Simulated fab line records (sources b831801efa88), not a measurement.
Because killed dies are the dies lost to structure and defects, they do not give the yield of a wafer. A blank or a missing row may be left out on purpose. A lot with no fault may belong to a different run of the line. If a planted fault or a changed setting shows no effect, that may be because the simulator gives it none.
The same fault as seen by 2 desks || flow gf180mcu || only its own numbers are on each desk; what lay behind them is given at the end

## METROLOGY DESK
Means of the sampled wafers that have a number, per lot and without regard to the tool the lot ran on: this is what the gauges read. Any lot whose mean is over 4 standard deviations away from the usual mean is out of limits and marked OUT; that distance is given in the brackets.
Columns: A = V2_BOW at GF_V2_BOW_MEAS_05, usual 102 um; B = cd nm at GF_V2_CD_MEAS_14, usual 260.3 nm; C = V2_OVL at GF_V2_OVL_MEAS_15, usual 1 nm
{"lot": "L674", "first seen here": "day 21 16:41", "A": 93, "B": 260.9, "C": -3}
{"lot": "L676", "first seen here": "day 22 07:40", "A": 102, "B": 261.6, "C": -5}
{"lot": "L680", "first seen here": "day 23 18:31", "A": 95, "B": 260.0, "C": 13}
{"lot": "L683", "first seen here": "day 24 14:46", "A": 101, "B": 258.6, "C": -8}
{"lot": "L691", "first seen here": "day 27 03:22", "A": 110, "B": 260.5, "C": 3}
This desk's finding: nothing out of limits on any of the 5 lots.

## TOOL OWNER'S DESK, rie diel-01
The tool's own readings at GF_V2_ETCH_17 (etches SiO2 in C4F8/O2/Ar, stops on TiN, target depth 630 nm): means of the sampled wafers that have a number, for each lot that ran on this tool. Any lot whose mean is over 4 standard deviations away from the usual mean is out of limits and marked OUT; that distance is given in the brackets.
Columns: A = bias w at GF_V2_ETCH_17, usual 1200 W; B = oes product au at GF_V2_ETCH_17, usual 0.855 a.u.
{"lot": "L676", "first seen here": "day 23 04:00", "A": 1203, "B": 0.858}
{"lot": "L683", "first seen here": "day 25 11:00", "A": "1220 (+5.6) OUT", "B": 0.853}
This desk's verdict: out of limits on L683, starting with L683 at day 25 11:00 (bias w at GF_V2_ETCH_17). In limits: L676.

## TAKEN TOGETHER
An alarm could have come from the tool owner's desk at day 25 11:00, on L683.
At the metrology desk, nothing out of limits was observed.
The metrology desk has L683 on record, within its limits.
GF_V2_ETCH_17 was run on rie diel-01 by each of the lots named.

## WHAT WAS PUT IN BY THE SIMULATOR
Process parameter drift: rie diel-01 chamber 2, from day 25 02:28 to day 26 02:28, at GF_V2_ETCH_17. The setting bias w was moved by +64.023, starting from 1200. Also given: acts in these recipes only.
Lots struck among those shown: L683.
How many hours passed from the start of the fault until each desk's first out-of-limits reading: the tool owner's desk, 9.
